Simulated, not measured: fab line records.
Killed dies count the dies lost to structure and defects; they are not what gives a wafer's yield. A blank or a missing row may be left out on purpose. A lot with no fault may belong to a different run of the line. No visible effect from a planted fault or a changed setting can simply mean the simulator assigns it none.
Problem report, 8D (eight disciplines) form, completed by code	flow gf180mcu	the parts of the form that need people (team, actions taken, sign-off) are left out

1. PROBLEM STATEMENT
Wafers with no fault read 7.07 s with a standard deviation of 0.049, whereas stripTimeToEndpointS at GF_M5_STRIP_11 reads a mean of 7.27 s on 1 wafer of 1 lot. That puts it +4.1 standard deviations away from the usual mean.
The step: strips in O2/N2.
The first sign was on wafer L719.2 at day 31 03:56, on plasmaAsher-03. The record holds 32 wafers of 11 lots with a number at this step. Rule for "out", or "out of limits": more than 4 standard deviations from the usual mean. Any other wafer with a number is counted as sound.

2. WHAT IT IS, WHAT IT ISN'T
question	is	is not
which readings at this step	stripTimeToEndpointS	drypumpMotorCurrentA, heaterPowerW, oesProductAu
which lots	L719	L703, L704, L705, L708, L710, L713, L714, L716, L725, L726
which wafers of those lots	L719.2	L719.1
read on which tools	plasmaAsher-03	plasmaAsher-01, plasmaAsher-04
when	from day 31 03:56	up to then (25 sound wafers); but 6 sound wafers of L725, L726 came after

3. THE SUSPECTS, EACH WITH WHAT RULES IT OUT
Counting: a tool at a process step up to the reading stays a suspect if it ran every lot that is out. Sound lots after the first of them don't rule it out here, since some wafers of a struck lot are sound.
- pvdSputter-03 at GF_MIM_SPUTTER_03 (material Ti, target thk 10 nm, time 6.7 s): kept. L719, the lot that is out, went through it at day 29 14:23; up to then, the latest sound lot through it was L713 at day 27 18:55.
- rieDiel-03 at GF_M5_ETCH_09 (etches Si3N4 in CF4/O2, target depth 52 nm, time 11.6 s): kept. L719, the lot that is out, went through it at day 31 03:47; up to then, the latest sound lot through it was L716 at day 30 13:23.
- rieMetal-01 at GF_M5_METAL_ETCH_10 (etches the open film in Cl2/BCl3, stops on SiO2, target depth 750.8 nm, time 125.1 s): kept. L719, the lot that is out, went through it at day 31 03:48; up to then, the latest sound lot through it was L708 at day 27 18:57.
- plasmaAsher-03 at GF_M5_STRIP_11 (strips in O2/N2): kept. L719, the lot that is out, went through it at day 31 03:56; up to then, the latest sound lot through it was L704 at day 26 15:33. Its own stripTimeToEndpointS readings are out on those wafers.
- The sound lot-mates ran in chamber 3 of rieDiel-03 at GF_M5_ETCH_09, but the wafers that are out ran in chamber 0.
- The sound lot-mates ran in chamber 0 of rieMetal-01 at GF_M5_METAL_ETCH_10, but the wafers that are out ran in chamber 1.
- The sound lot-mates ran in chamber 1 of plasmaAsher-03 at GF_M5_STRIP_11, but the wafers that are out ran in chamber 0.
Left after counting: pvdSputter-03 at GF_MIM_SPUTTER_03, rieDiel-03 at GF_M5_ETCH_09, rieMetal-01 at GF_M5_METAL_ETCH_10, plasmaAsher-03 at GF_M5_STRIP_11.

4. THE CAUSE (what the simulator had put in)
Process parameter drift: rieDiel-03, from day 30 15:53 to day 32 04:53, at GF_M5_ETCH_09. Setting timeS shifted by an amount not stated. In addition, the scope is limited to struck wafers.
Of the 4 suspects that counting leaves, this tool is one.

5. SEQUENCE OF EFFECTS, ordered by route
One row per reading whose mean, taken over the struck wafers that have a number, lies over 3 standard deviations from the usual. Scope: only readings with a usual standard deviation given in the record; hours: median across lots of the time from each lot's start at the first step in this table that gives one to its start at this step; sigmas: change in usual standard deviations.
hours	step	reading	usual	on struck wafers	change	sigmas
0	GF_M5_STRIP_11	stripTimeToEndpointS	7.07 s	7.27	+0.20	+4.1
Its process steps:
- GF_M5_STRIP_11: strips in O2/N2.
Readings that are blank on the struck wafers while sound wafers have them: biasW at GF_M5_ETCH_09.
At these later measuring or inspecting steps, every struck wafer for which the step has a row has a number for every such reading, and none has moved that far: GF_V5_BOW_MEAS_05.

6. WHAT WOULD HAVE CAUGHT IT SOONER
The fault began at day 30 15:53; the first out-of-limits reading in this record came at day 31 03:56, 12 hours later.
All the lots that are out (1) had begun GF_M5_ETCH_09 on rieDiel-03 by day 31 03:56. A hold on the tool at that time would have spared none of them.
